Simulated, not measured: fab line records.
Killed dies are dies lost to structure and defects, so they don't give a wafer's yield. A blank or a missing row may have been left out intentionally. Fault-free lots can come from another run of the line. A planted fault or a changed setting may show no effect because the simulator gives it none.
A lot that was struck, set against a sound lot + flow gf180mcu + 14 steps out of a route of 602
Sound: the wafers L965.1, L965.4, L965.6. The struck wafers were L981.1, L981.2, L981.3. Last of all comes the cause.
For every step that has rows: the tool of each side, followed by ch and its chambers, followed by its first start. Under that, the readings that differ: sound wafers + struck wafers + difference of the means + sigmas: that difference in standard deviations of wafers without a fault.
alike: a reading whose means differ by less than 2 such deviations, as well as words and numbers matching on both sides. not compared: withheld readings; readings where some wafer has no value; bounds like >300 that might hide an equal value; numbers whose values overlap and for which the record gives no deviation.
Wherever a step has rows on one side only, a row that says differs or no value, or a row with sigmas, the two part there. Numbers that have no deviation but don't overlap get no sigmas and don't part them. Lack of a reading on every wafer of one side parts them only where that side has two or more wafers.

GF_V1_OVL_MEAS_15:
  sound on overlay-01, day 18 13:26; struck on overlay-01, day 24 22:55
  alike: V1_OVL
then, 5 steps without rows for these wafers: GF_V1_ETCH_16 (etches BARC in N2/H2); GF_V1_ETCH_17 (etches SiO2 in C4F8/O2/Ar, stops on TiN, target depth 630 nm); GF_V1_STRIP_18 (strips in O2/N2); GF_V1_STRIP_19 (strips in post etch residue remover, time 1200 s); GF_V1_CLEAN_20 (cleans in DIW).
GF_V1_SPUTTER_21: material Ti, target thk 15 nm, time 80.02 s.
  sound on pvd-sputter-01, day 18 14:09; struck on pvd-sputter-02, day 24 23:37
  alike: cathode-dc-power-W, chamber-pressure-pa, throttle-valve-pct
GF_V1_SPUTTER_22: material TiN, target thk 10 nm, time 40 s.
  sound on pvd-sputter-01, day 18 14:13; struck on pvd-sputter-02, day 24 23:41
  alike: cathode-dc-power-W, chamber-pressure-pa, throttle-valve-pct
GF_V1_CVD_23: deposits W, target thk 350 nm, time 105.05 s.
  sound on cvd-w-01 ch 0,1, day 18 14:15; struck on cvd-w-02 ch 0,1, day 24 23:43
  alike: heater-power-w
GF_V1_RS_MEAS_24: measurement is done with a four-point probe.
  sound on film-metro-03, day 18 14:22; struck on film-metro-02, day 24 23:50
  alike: V1_W_RS
GF_V1_THK_MEAS_25: measures by xrf.
  sound on film-metro-03, day 18 14:29; struck on film-metro-02, day 24 23:57
  alike: V1_W_THK
GF_V1_CMP_26: polishes, stops on SiO2, t overpolish 15 s, target thk 0 nm.
  sound on cmp-02 ch 0,1,3, day 18 14:38; struck on cmp-01 ch 0,1,3, day 25 00:04
  alike: motor-current-A, overpolish-run-s, time-to-endpoint-s
GF_M2_SPUTTER_00: material Ti, target thk 37.5 nm, time 150 s.
  sound on pvd-sputter-03, day 18 14:50; struck on pvd-sputter-01, day 25 00:19
  no value came back on the struck wafers for cathode-dc-power-W (W), chamber-pressure-pa (Pa), throttle-valve-pct (%); on the sound wafers cathode-dc-power-W (W) reads 3998.6 3999.6 3998.2
GF_M2_SPUTTER_01: material TiN, target thk 30 nm, time 25 s.
  sound on pvd-sputter-03, day 18 14:56; struck on pvd-sputter-01, day 25 00:25
  alike: cathode-dc-power-W, chamber-pressure-pa, throttle-valve-pct

WHERE THEY PART
GF_M2_SPUTTER_00 only, going by this record. Later steps at which nothing parts them and some readings are alike: GF_M2_SPUTTER_01.

WHY: what the simulator had put in
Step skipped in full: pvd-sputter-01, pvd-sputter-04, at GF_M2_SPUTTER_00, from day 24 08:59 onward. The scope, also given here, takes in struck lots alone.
